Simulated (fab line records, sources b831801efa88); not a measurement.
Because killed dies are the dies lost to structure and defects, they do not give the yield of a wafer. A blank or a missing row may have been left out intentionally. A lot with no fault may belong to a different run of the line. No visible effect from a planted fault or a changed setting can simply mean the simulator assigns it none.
What tool caused it? || flow gf180mcu || 37 wafers from 13 lots sampled at 3 of the route's 602 steps

== WHAT EACH GAUGE READ, for each wafer ==
GF_HV_LDD_OVL_MEAS_08. Usual: HV_LDD_OVL gives -0.5 nm (standard deviation 1.2).
{"lot": "L585", "measured": "day 10 07:36", "on": "overlay-01", "HV_LDD_OVL (nm)": "-0.3 -0.9 -1.0", "flag": ""}
{"lot": "L586", "measured": "day 10 14:20", "on": "overlay-01", "HV_LDD_OVL (nm)": "-1.6 -0.2 -0.8", "flag": ""}
{"lot": "L587", "measured": "day 10 17:50", "on": "overlay-02", "HV_LDD_OVL (nm)": "0.0 -1.2 0.5", "flag": ""}
{"lot": "L588", "measured": "day 11 05:47", "on": "overlay-02", "HV_LDD_OVL (nm)": "-0.9 -0.4 -0.4", "flag": ""}
{"lot": "L589", "measured": "day 11 14:53", "on": "overlay-02", "HV_LDD_OVL (nm)": "0.2 -2.1 -1.9", "flag": ""}
{"lot": "L593", "measured": "day 12 19:33", "on": "overlay-01", "HV_LDD_OVL (nm)": "0.6 -0.4 -0.1", "flag": ""}
{"lot": "L596", "measured": "day 13 20:51", "on": "overlay-01", "HV_LDD_OVL (nm)": "0.9 0.4", "flag": ""}
{"lot": "L598", "measured": "day 14 07:00", "on": "overlay-02", "HV_LDD_OVL (nm)": "1.7 -0.4", "flag": ""}
{"lot": "L600", "measured": "day 14 21:11", "on": "overlay-02", "HV_LDD_OVL (nm)": "-1.5 -1.3 -3.1", "flag": ""}
{"lot": "L602", "measured": "day 15 10:41", "on": "overlay-02", "HV_LDD_OVL (nm)": "-0.8 2.0 3.1", "flag": ""}
{"lot": "L603", "measured": "day 15 22:23", "on": "overlay-01", "HV_LDD_OVL (nm)": "-1.6 -1.5 -0.7", "flag": ""}
{"lot": "L604", "measured": "day 16 07:47", "on": "overlay-02", "HV_LDD_OVL (nm)": "-2.0 0.8 -0.5", "flag": ""}
{"lot": "L607", "measured": "day 17 02:32", "on": "overlay-02", "HV_LDD_OVL (nm)": "-0.5 -1.1 -1.3", "flag": ""}

== EACH LOT AND THE TOOL THAT RAN IT (in order: tool; ch and the chambers of the sampled wafers; start) ==
{"lot": "L585", "GF_DUAL_GATE_COAT_06": "litho-track-03 ch 0, day 8 07:46", "GF_DUAL_GATE_STRIP_13": "plasma-asher-04 ch 0,1, day 8 15:49"}
{"lot": "L586", "GF_DUAL_GATE_COAT_06": "litho-track-04 ch 0, day 8 14:43", "GF_DUAL_GATE_STRIP_13": "plasma-asher-02 ch 0,1, day 8 23:20"}
{"lot": "L587", "GF_DUAL_GATE_COAT_06": "litho-track-01 ch 0, day 8 17:34", "GF_DUAL_GATE_STRIP_13": "plasma-asher-03 ch 0,1, day 9 02:02"}
{"lot": "L588", "GF_DUAL_GATE_COAT_06": "litho-track-03 ch 0, day 9 03:19", "GF_DUAL_GATE_STRIP_13": "plasma-asher-02 ch 0, day 9 11:47"}
{"lot": "L589", "GF_DUAL_GATE_COAT_06": "litho-track-04 ch 0, day 9 11:58", "GF_DUAL_GATE_STRIP_13": "plasma-asher-03 ch 0,1, day 9 21:08"}
{"lot": "L593", "GF_DUAL_GATE_COAT_06": "litho-track-03 ch 0, day 10 13:25", "GF_DUAL_GATE_STRIP_13": "plasma-asher-02 ch 0,1, day 10 23:28"}
{"lot": "L596", "GF_DUAL_GATE_COAT_06": "litho-track-03 ch 0, day 11 11:55", "GF_DUAL_GATE_STRIP_13": "plasma-asher-03 ch 0,1, day 11 21:43"}
{"lot": "L598", "GF_DUAL_GATE_COAT_06": "litho-track-03 ch 0, day 11 23:01", "GF_DUAL_GATE_STRIP_13": "plasma-asher-02 ch 0, day 12 09:10"}
{"lot": "L600", "GF_DUAL_GATE_COAT_06": "litho-track-01 ch 0, day 12 12:11", "GF_DUAL_GATE_STRIP_13": "plasma-asher-03 ch 0,1, day 12 22:08"}
{"lot": "L602", "GF_DUAL_GATE_COAT_06": "litho-track-04 ch 0, day 13 00:40", "GF_DUAL_GATE_STRIP_13": "plasma-asher-02 ch 0,1, day 13 10:56"}
{"lot": "L603", "GF_DUAL_GATE_COAT_06": "litho-track-04 ch 0, day 13 09:17", "GF_DUAL_GATE_STRIP_13": "plasma-asher-04 ch 0,1, day 13 19:41"}
{"lot": "L604", "GF_DUAL_GATE_COAT_06": "litho-track-01 ch 0, day 13 18:22", "GF_DUAL_GATE_STRIP_13": "plasma-asher-02 ch 0,1, day 14 05:23"}
{"lot": "L607", "GF_DUAL_GATE_COAT_06": "litho-track-04 ch 0, day 14 11:28", "GF_DUAL_GATE_STRIP_13": "plasma-asher-02 ch 0,1, day 14 22:19"}
- GF_DUAL_GATE_COAT_06: resist thk 1000 nm.
- GF_DUAL_GATE_STRIP_13: strips in O2/N2.

== WHAT THE TOOLS THEMSELVES READ (means of the sampled wafers that have a number; where no wafer has one, the mark that the record gives instead) ==
GF_DUAL_GATE_COAT_06. Usual: chill-plate-temp-C reads 23.02 C (standard deviation 0.1).
{"lot": "L585", "tool": "litho-track-03", "chill-plate-temp-C (C)": 22.93, "flag": ""}
{"lot": "L586", "tool": "litho-track-04", "chill-plate-temp-C (C)": 23.05, "flag": ""}
{"lot": "L587", "tool": "litho-track-01", "chill-plate-temp-C (C)": 22.91, "flag": ""}
{"lot": "L588", "tool": "litho-track-03", "chill-plate-temp-C (C)": 23.09, "flag": ""}
{"lot": "L589", "tool": "litho-track-04", "chill-plate-temp-C (C)": 22.95, "flag": ""}
{"lot": "L593", "tool": "litho-track-03", "chill-plate-temp-C (C)": 22.88, "flag": ""}
{"lot": "L596", "tool": "litho-track-03", "chill-plate-temp-C (C)": 23.06, "flag": ""}
{"lot": "L598", "tool": "litho-track-03", "chill-plate-temp-C (C)": 23.01, "flag": ""}
{"lot": "L600", "tool": "litho-track-01", "chill-plate-temp-C (C)": 23.05, "flag": ""}
{"lot": "L602", "tool": "litho-track-04", "chill-plate-temp-C (C)": 23.08, "flag": ""}
{"lot": "L603", "tool": "litho-track-04", "chill-plate-temp-C (C)": 23.15, "flag": ""}
{"lot": "L604", "tool": "litho-track-01", "chill-plate-temp-C (C)": 22.98, "flag": ""}
{"lot": "L607", "tool": "litho-track-04", "chill-plate-temp-C (C)": 23.11, "flag": ""}

GF_DUAL_GATE_STRIP_13. Usual: drypump-motor-current-A 5.8 A, standard deviation 0.38; heater-power-w 343 W, standard deviation 19; oes-product-au 0.716 a.u., standard deviation 0.0052; strip-time-to-endpoint-s 12.65 s, standard deviation 0.035.
{"lot": "L585", "tool": "plasma-asher-04", "drypump-motor-current-A (A)": 5.8, "heater-power-w (W)": 367, "oes-product-au (a.u.)": 0.718, "strip-time-to-endpoint-s (s)": 12.66, "flag": ""}
{"lot": "L586", "tool": "plasma-asher-02", "drypump-motor-current-A (A)": 6.2, "heater-power-w (W)": 325, "oes-product-au (a.u.)": 0.718, "strip-time-to-endpoint-s (s)": 12.65, "flag": ""}
{"lot": "L587", "tool": "plasma-asher-03", "drypump-motor-current-A (A)": 5.4, "heater-power-w (W)": 341, "oes-product-au (a.u.)": 0.713, "strip-time-to-endpoint-s (s)": 12.67, "flag": ""}
{"lot": "L588", "tool": "plasma-asher-02", "drypump-motor-current-A (A)": 6.4, "heater-power-w (W)": 320, "oes-product-au (a.u.)": 0.714, "strip-time-to-endpoint-s (s)": 12.64, "flag": ""}
{"lot": "L589", "tool": "plasma-asher-03", "drypump-motor-current-A (A)": 5.6, "heater-power-w (W)": 333, "oes-product-au (a.u.)": 0.721, "strip-time-to-endpoint-s (s)": 12.62, "flag": ""}
{"lot": "L593", "tool": "plasma-asher-02", "drypump-motor-current-A (A)": 6.1, "heater-power-w (W)": 331, "oes-product-au (a.u.)": 0.713, "strip-time-to-endpoint-s (s)": 12.94, "flag": "OFF"}
{"lot": "L596", "tool": "plasma-asher-03", "drypump-motor-current-A (A)": 5.6, "heater-power-w (W)": 330, "oes-product-au (a.u.)": 0.718, "strip-time-to-endpoint-s (s)": 13.13, "flag": "OFF"}
{"lot": "L598", "tool": "plasma-asher-02", "drypump-motor-current-A (A)": 6.3, "heater-power-w (W)": 320, "oes-product-au (a.u.)": 0.719, "strip-time-to-endpoint-s (s)": 13.15, "flag": "OFF"}
{"lot": "L600", "tool": "plasma-asher-03", "drypump-motor-current-A (A)": 5.5, "heater-power-w (W)": 336, "oes-product-au (a.u.)": 0.714, "strip-time-to-endpoint-s (s)": 12.64, "flag": ""}
{"lot": "L602", "tool": "plasma-asher-02", "drypump-motor-current-A (A)": 5.9, "heater-power-w (W)": 338, "oes-product-au (a.u.)": 0.722, "strip-time-to-endpoint-s (s)": 12.65, "flag": ""}
{"lot": "L603", "tool": "plasma-asher-04", "drypump-motor-current-A (A)": 5.5, "heater-power-w (W)": 370, "oes-product-au (a.u.)": 0.711, "strip-time-to-endpoint-s (s)": 12.68, "flag": ""}
{"lot": "L604", "tool": "plasma-asher-02", "drypump-motor-current-A (A)": 6.1, "heater-power-w (W)": 329, "oes-product-au (a.u.)": 0.717, "strip-time-to-endpoint-s (s)": 12.66, "flag": ""}
{"lot": "L607", "tool": "plasma-asher-02", "drypump-motor-current-A (A)": 6.1, "heater-power-w (W)": 338, "oes-product-au (a.u.)": 0.714, "strip-time-to-endpoint-s (s)": 12.71, "flag": ""}

== THE ANSWER, worked out from the rows above alone ==
Rule: lot off if the mean of its wafers having a number is beyond 3 standard deviations from the usual mean. A lot without any number at a reading at which 4 lots or more have one is off too. All remaining lots with rows at the step are treated as sound. Order of review: gauges by route order, followed by the tools' own readings, for which a lot's mean as printed above is used. At the first step where some lot is off, the reading lying furthest off is the one used; lots without a number count as furthest.
Off: L593, L596, L598, at GF_DUAL_GATE_STRIP_13 (strip-time-to-endpoint-s).
If a tool, at that step or one of the process steps before it, ran each lot that is off and ran no sound lot following the first of them, it fits. One fits: GF_DUAL_GATE_COAT_06 on litho-track-03. A fault onset in the window from L588 (day 9 03:19, its last sound lot) to L593 (day 10 13:25, its first lot off) fits.

== WHAT WAS PUT IN BY THE SIMULATOR ==
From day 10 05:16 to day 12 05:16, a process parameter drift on litho-track-03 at GF_DUAL_GATE_COAT_06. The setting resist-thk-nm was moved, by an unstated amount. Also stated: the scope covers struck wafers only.
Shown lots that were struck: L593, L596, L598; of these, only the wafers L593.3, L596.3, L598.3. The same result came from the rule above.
